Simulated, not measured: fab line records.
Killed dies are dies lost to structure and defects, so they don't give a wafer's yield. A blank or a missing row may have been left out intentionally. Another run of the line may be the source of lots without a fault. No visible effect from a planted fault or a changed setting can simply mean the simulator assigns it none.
The tool behind it: which one? || flow sky130 || 12 lots, 36 wafers sampled, at 5 steps of a route of 708

WHAT THE GAUGES READ, wafer by wafer
No reading from a measuring or inspecting step in the record can be judged against a usual standard deviation.

WHICH TOOL RAN EACH LOT (tool, then ch and the chambers of the sampled wafers, then the start)
{"lot": "L643", "SKY_SD_N_STRIP_11": "plasmaAsher-01 ch 0,1, day 27 18:31", "SKY_METAL4_SPUTTER_04": "pvdSputter-04, day 39 13:18", "SKY_VIA4_STRIP_13": "plasmaAsher-02 ch 0,1, day 42 16:05", "SKY_METAL5_DESCUM_14": "rieMetal-03 ch 0,1, day 43 15:38", "SKY_PAD_OPEN_PROBE_99": "-"}
{"lot": "L644", "SKY_SD_N_STRIP_11": "plasmaAsher-03 ch 0,1, day 28 14:38", "SKY_METAL4_SPUTTER_04": "pvdSputter-04, day 40 07:30", "SKY_VIA4_STRIP_13": "plasmaAsher-01 ch 0,1, day 43 08:38", "SKY_METAL5_DESCUM_14": "rieMetal-03 ch 0,1, day 44 08:17", "SKY_PAD_OPEN_PROBE_99": "-"}
{"lot": "L645", "SKY_SD_N_STRIP_11": "plasmaAsher-04 ch 0,1, day 29 02:28", "SKY_METAL4_SPUTTER_04": "pvdSputter-04, day 40 17:23", "SKY_VIA4_STRIP_13": "plasmaAsher-03 ch 0,1, day 43 17:20", "SKY_METAL5_DESCUM_14": "rieMetal-02 ch 0, day 44 17:04", "SKY_PAD_OPEN_PROBE_99": "-"}
{"lot": "L646", "SKY_SD_N_STRIP_11": "plasmaAsher-01 ch 0,1, day 29 08:23", "SKY_METAL4_SPUTTER_04": "pvdSputter-01, day 40 21:27", "SKY_VIA4_STRIP_13": "plasmaAsher-03 ch 0,1, day 43 21:26", "SKY_METAL5_DESCUM_14": "rieMetal-03 ch 0,1, day 44 21:01", "SKY_PAD_OPEN_PROBE_99": "-"}
{"lot": "L648", "SKY_SD_N_STRIP_11": "plasmaAsher-03 ch 0,1, day 29 21:32", "SKY_METAL4_SPUTTER_04": "pvdSputter-01, day 41 09:43", "SKY_VIA4_STRIP_13": "plasmaAsher-03 ch 0,1, day 44 09:41", "SKY_METAL5_DESCUM_14": "rieMetal-03 ch 0,1, day 45 08:41", "SKY_PAD_OPEN_PROBE_99": "-"}
{"lot": "L649", "SKY_SD_N_STRIP_11": "plasmaAsher-03 ch 0,1, day 30 04:10", "SKY_METAL4_SPUTTER_04": "pvdSputter-01, day 41 13:37", "SKY_VIA4_STRIP_13": "plasmaAsher-02 ch 0,1, day 44 13:13", "SKY_METAL5_DESCUM_14": "rieMetal-02 ch 0,1, day 45 12:08", "SKY_PAD_OPEN_PROBE_99": "-"}
{"lot": "L652", "SKY_SD_N_STRIP_11": "plasmaAsher-01 ch 0,1, day 31 10:10", "SKY_METAL4_SPUTTER_04": "pvdSputter-04, day 42 18:08", "SKY_VIA4_STRIP_13": "plasmaAsher-01 ch 0,1, day 45 14:37", "SKY_METAL5_DESCUM_14": "rieMetal-03 ch 0,1, day 46 12:35", "SKY_PAD_OPEN_PROBE_99": "-"}
{"lot": "L653", "SKY_SD_N_STRIP_11": "plasmaAsher-03 ch 0,1, day 31 20:46", "SKY_METAL4_SPUTTER_04": "pvdSputter-02, day 43 01:04", "SKY_VIA4_STRIP_13": "plasmaAsher-02 ch 0,1, day 45 21:43", "SKY_METAL5_DESCUM_14": "rieMetal-01 ch 0,1, day 46 20:05", "SKY_PAD_OPEN_PROBE_99": "-"}
{"lot": "L655", "SKY_SD_N_STRIP_11": "plasmaAsher-03 ch 0,1, day 32 05:35", "SKY_METAL4_SPUTTER_04": "pvdSputter-04, day 43 10:40", "SKY_VIA4_STRIP_13": "plasmaAsher-01 ch 0,1, day 46 07:01", "SKY_METAL5_DESCUM_14": "rieMetal-02 ch 0,1, day 47 05:25", "SKY_PAD_OPEN_PROBE_99": "-"}
{"lot": "L661", "SKY_SD_N_STRIP_11": "plasmaAsher-03 ch 0,1, day 34 02:41", "SKY_METAL4_SPUTTER_04": "pvdSputter-02, day 44 21:41", "SKY_VIA4_STRIP_13": "plasmaAsher-01 ch 0,1, day 47 13:14", "SKY_METAL5_DESCUM_14": "rieMetal-02 ch 0,1, day 48 09:59", "SKY_PAD_OPEN_PROBE_99": "prober-01, day 50 01:24"}
{"lot": "L664", "SKY_SD_N_STRIP_11": "plasmaAsher-03 ch 0,1, day 34 13:25", "SKY_METAL4_SPUTTER_04": "pvdSputter-04, day 45 08:57", "SKY_VIA4_STRIP_13": "plasmaAsher-03 ch 0, day 48 01:10", "SKY_METAL5_DESCUM_14": "rieMetal-03 ch 0, day 48 21:19", "SKY_PAD_OPEN_PROBE_99": "prober-01, day 50 08:42"}
{"lot": "L666", "SKY_SD_N_STRIP_11": "plasmaAsher-01 ch 0,1, day 35 12:11", "SKY_METAL4_SPUTTER_04": "pvdSputter-01, day 46 04:44", "SKY_VIA4_STRIP_13": "plasmaAsher-03 ch 0,1, day 48 17:56", "SKY_METAL5_DESCUM_14": "rieMetal-02 ch 0,1, day 49 12:17", "SKY_PAD_OPEN_PROBE_99": "-"}
- SKY_SD_N_STRIP_11: strips in O2/N2.
- SKY_METAL4_SPUTTER_04: material TiN, target thk 70 nm, time 58.3 s.
- SKY_VIA4_STRIP_13: strips in O2/N2.
- SKY_METAL5_DESCUM_14: chemistry O2, time 11 s.
- SKY_PAD_OPEN_PROBE_99

AS READ BY THE TOOLS THEMSELVES (means over the sampled wafers that have a number; for cases with no such wafer, the mark the record gives instead)
SKY_SD_N_STRIP_11. Usual: drypumpMotorCurrentA 5.57 A, standard deviation 0.21; oesProductAu 0.528 a.u., standard deviation 0.0044; stripTimeToEndpointS 22.54 s, standard deviation 0.043.
{"lot": "L643", "tool": "plasmaAsher-01", "drypumpMotorCurrentA (A)": 5.52, "oesProductAu (a.u.)": 0.528, "stripTimeToEndpointS (s)": 22.50, "flag": ""}
{"lot": "L644", "tool": "plasmaAsher-03", "drypumpMotorCurrentA (A)": 5.63, "oesProductAu (a.u.)": 0.523, "stripTimeToEndpointS (s)": 22.52, "flag": ""}
{"lot": "L645", "tool": "plasmaAsher-04", "drypumpMotorCurrentA (A)": 5.83, "oesProductAu (a.u.)": 0.527, "stripTimeToEndpointS (s)": 22.58, "flag": ""}
{"lot": "L646", "tool": "plasmaAsher-01", "drypumpMotorCurrentA (A)": 5.49, "oesProductAu (a.u.)": 0.531, "stripTimeToEndpointS (s)": 22.48, "flag": ""}
{"lot": "L648", "tool": "plasmaAsher-03", "drypumpMotorCurrentA (A)": 5.42, "oesProductAu (a.u.)": 0.525, "stripTimeToEndpointS (s)": 22.55, "flag": ""}
{"lot": "L649", "tool": "plasmaAsher-03", "drypumpMotorCurrentA (A)": 5.45, "oesProductAu (a.u.)": 0.529, "stripTimeToEndpointS (s)": 22.55, "flag": ""}
{"lot": "L652", "tool": "plasmaAsher-01", "drypumpMotorCurrentA (A)": 5.53, "oesProductAu (a.u.)": 0.531, "stripTimeToEndpointS (s)": 22.58, "flag": ""}
{"lot": "L653", "tool": "plasmaAsher-03", "drypumpMotorCurrentA (A)": 5.44, "oesProductAu (a.u.)": 0.529, "stripTimeToEndpointS (s)": 22.49, "flag": ""}
{"lot": "L655", "tool": "plasmaAsher-03", "drypumpMotorCurrentA (A)": 5.59, "oesProductAu (a.u.)": 0.531, "stripTimeToEndpointS (s)": 22.55, "flag": ""}
{"lot": "L661", "tool": "plasmaAsher-03", "drypumpMotorCurrentA (A)": 5.45, "oesProductAu (a.u.)": 0.528, "stripTimeToEndpointS (s)": 22.59, "flag": ""}
{"lot": "L664", "tool": "plasmaAsher-03", "drypumpMotorCurrentA (A)": 5.42, "oesProductAu (a.u.)": 0.528, "stripTimeToEndpointS (s)": 22.58, "flag": ""}
{"lot": "L666", "tool": "plasmaAsher-01", "drypumpMotorCurrentA (A)": 5.54, "oesProductAu (a.u.)": 0.526, "stripTimeToEndpointS (s)": 22.50, "flag": ""}

SKY_METAL4_SPUTTER_04. Usual: throttleValvePct reads 29.9 % (standard deviation 1.4).
{"lot": "L643", "tool": "pvdSputter-04", "throttleValvePct (%)": 29.0, "flag": ""}
{"lot": "L644", "tool": "pvdSputter-04", "throttleValvePct (%)": 30.2, "flag": ""}
{"lot": "L645", "tool": "pvdSputter-04", "throttleValvePct (%)": 28.3, "flag": ""}
{"lot": "L646", "tool": "pvdSputter-01", "throttleValvePct (%)": 30.2, "flag": ""}
{"lot": "L648", "tool": "pvdSputter-01", "throttleValvePct (%)": 30.0, "flag": ""}
{"lot": "L649", "tool": "pvdSputter-01", "throttleValvePct (%)": 30.1, "flag": ""}
{"lot": "L652", "tool": "pvdSputter-04", "throttleValvePct (%)": 30.0, "flag": ""}
{"lot": "L653", "tool": "pvdSputter-02", "throttleValvePct (%)": 29.3, "flag": ""}
{"lot": "L655", "tool": "pvdSputter-04", "throttleValvePct (%)": 30.2, "flag": ""}
{"lot": "L661", "tool": "pvdSputter-02", "throttleValvePct (%)": 29.3, "flag": ""}
{"lot": "L664", "tool": "pvdSputter-04", "throttleValvePct (%)": 29.1, "flag": ""}
{"lot": "L666", "tool": "pvdSputter-01", "throttleValvePct (%)": 30.6, "flag": ""}

SKY_VIA4_STRIP_13. Usual: drypumpMotorCurrentA 5.52 A, standard deviation 0.21; oesProductAu 0.710 a.u., standard deviation 0.0052; stripTimeToEndpointS 12.90 s, standard deviation 0.051.
{"lot": "L643", "tool": "plasmaAsher-02", "drypumpMotorCurrentA (A)": 5.59, "oesProductAu (a.u.)": 0.700, "stripTimeToEndpointS (s)": 12.86, "flag": ""}
{"lot": "L644", "tool": "plasmaAsher-01", "drypumpMotorCurrentA (A)": 5.56, "oesProductAu (a.u.)": 0.709, "stripTimeToEndpointS (s)": 12.90, "flag": ""}
{"lot": "L645", "tool": "plasmaAsher-03", "drypumpMotorCurrentA (A)": 5.62, "oesProductAu (a.u.)": 0.709, "stripTimeToEndpointS (s)": 12.85, "flag": ""}
{"lot": "L646", "tool": "plasmaAsher-03", "drypumpMotorCurrentA (A)": 5.62, "oesProductAu (a.u.)": 0.707, "stripTimeToEndpointS (s)": 12.82, "flag": ""}
{"lot": "L648", "tool": "plasmaAsher-03", "drypumpMotorCurrentA (A)": 5.58, "oesProductAu (a.u.)": 0.705, "stripTimeToEndpointS (s)": 12.89, "flag": ""}
{"lot": "L649", "tool": "plasmaAsher-02", "drypumpMotorCurrentA (A)": 5.44, "oesProductAu (a.u.)": 0.706, "stripTimeToEndpointS (s)": 12.90, "flag": ""}
{"lot": "L652", "tool": "plasmaAsher-01", "drypumpMotorCurrentA (A)": 5.48, "oesProductAu (a.u.)": 0.709, "stripTimeToEndpointS (s)": 12.97, "flag": ""}
{"lot": "L653", "tool": "plasmaAsher-02", "drypumpMotorCurrentA (A)": 5.61, "oesProductAu (a.u.)": 0.715, "stripTimeToEndpointS (s)": 12.87, "flag": ""}
{"lot": "L655", "tool": "plasmaAsher-01", "drypumpMotorCurrentA (A)": 5.53, "oesProductAu (a.u.)": 0.707, "stripTimeToEndpointS (s)": 12.87, "flag": ""}
{"lot": "L661", "tool": "plasmaAsher-01", "drypumpMotorCurrentA (A)": 5.49, "oesProductAu (a.u.)": 0.712, "stripTimeToEndpointS (s)": 12.88, "flag": ""}
{"lot": "L664", "tool": "plasmaAsher-03", "drypumpMotorCurrentA (A)": 5.26, "oesProductAu (a.u.)": 0.711, "stripTimeToEndpointS (s)": 12.88, "flag": ""}
{"lot": "L666", "tool": "plasmaAsher-03", "drypumpMotorCurrentA (A)": 5.59, "oesProductAu (a.u.)": 0.714, "stripTimeToEndpointS (s)": 12.91, "flag": ""}

SKY_METAL5_DESCUM_14. Usual: drypumpMotorCurrentA 5.9 A, standard deviation 0.5; oesProductAu 1.005 a.u., standard deviation 0.01.
{"lot": "L643", "tool": "rieMetal-03", "drypumpMotorCurrentA (A)": 5.5, "oesProductAu (a.u.)": 1.007, "flag": ""}
{"lot": "L644", "tool": "rieMetal-03", "drypumpMotorCurrentA (A)": 5.8, "oesProductAu (a.u.)": 1.024, "flag": ""}
{"lot": "L645", "tool": "rieMetal-02", "drypumpMotorCurrentA (A)": 6.5, "oesProductAu (a.u.)": 1.006, "flag": ""}
{"lot": "L646", "tool": "rieMetal-03", "drypumpMotorCurrentA (A)": 5.8, "oesProductAu (a.u.)": 1.009, "flag": ""}
{"lot": "L648", "tool": "rieMetal-03", "drypumpMotorCurrentA (A)": 5.8, "oesProductAu (a.u.)": 1.016, "flag": ""}
{"lot": "L649", "tool": "rieMetal-02", "drypumpMotorCurrentA (A)": 5.9, "oesProductAu (a.u.)": 0.997, "flag": ""}
{"lot": "L652", "tool": "rieMetal-03", "drypumpMotorCurrentA (A)": 5.9, "oesProductAu (a.u.)": 1.008, "flag": ""}
{"lot": "L653", "tool": "rieMetal-01", "drypumpMotorCurrentA (A)": 6.0, "oesProductAu (a.u.)": 0.991, "flag": ""}
{"lot": "L655", "tool": "rieMetal-02", "drypumpMotorCurrentA (A)": 6.2, "oesProductAu (a.u.)": 1.004, "flag": ""}
{"lot": "L661", "tool": "rieMetal-02", "drypumpMotorCurrentA (A)": 5.9, "oesProductAu (a.u.)": 1.009, "flag": ""}
{"lot": "L664", "tool": "rieMetal-03", "drypumpMotorCurrentA (A)": 5.2, "oesProductAu (a.u.)": 1.002, "flag": ""}
{"lot": "L666", "tool": "rieMetal-02", "drypumpMotorCurrentA (A)": 5.9, "oesProductAu (a.u.)": 1.000, "flag": ""}

SKY_PAD_OPEN_PROBE_99. Usual: killed_at_M0_to_M3 42, standard deviation 7.5; killed_at_M4_up 3.2, standard deviation 1.7; killedAtContacts 24, standard deviation 5.1; killedAtFrontEnd 15, standard deviation 4.1; killedAtOther 0.3, standard deviation 0.58; killedDies 85, standard deviation 8.9; killedOpen 46, standard deviation 6.4; killedShort 39, standard deviation 6.
{"lot": "L661", "tool": "prober-01", "killed_at_M0_to_M3": 36, "killed_at_M4_up": 4.3, "killedAtContacts": 24, "killedAtFrontEnd": 66, "killedAtOther": 0.7, "killedDies": 131, "killedOpen": 41, "killedShort": 35, "flag": "OFF"}
{"lot": "L664", "tool": "prober-01", "killed_at_M0_to_M3": 40, "killed_at_M4_up": 2.7, "killedAtContacts": 16, "killedAtFrontEnd": 69, "killedAtOther": 0.0, "killedDies": 127, "killedOpen": 41, "killedShort": 32, "flag": "OFF"}

THE ANSWER, worked out from the rows above alone
Rule: a lot counts as off when the mean over its wafers that have a number is more than 3 standard deviations away from the usual mean. A lot without any number at a reading at which 4 lots or more have one is off too. All remaining lots with rows at the step are treated as sound. After the gauges, taken in route order, come the tools' own readings; for these a lot's mean is taken, as printed above. The first step at which some lot is off is used, and at that step the reading that is off furthest; a lot without a number counts as furthest.
Off: L661, L664 (SKY_PAD_OPEN_PROBE_99, killedAtFrontEnd). Neither off nor sound, because the step has no rows for them: L643, L644, L645, L646, L648, L649, L652, L653, L655, L666.
If a tool, at that step or one of the process steps before it, ran each lot that is off and ran no sound lot following the first of them, it fits. This does not decide it: 2 tools fit, namely plasmaAsher-03 at SKY_SD_N_STRIP_11 and prober-01 at SKY_PAD_OPEN_PROBE_99.

WHAT THE SIMULATOR HAD INSERTED
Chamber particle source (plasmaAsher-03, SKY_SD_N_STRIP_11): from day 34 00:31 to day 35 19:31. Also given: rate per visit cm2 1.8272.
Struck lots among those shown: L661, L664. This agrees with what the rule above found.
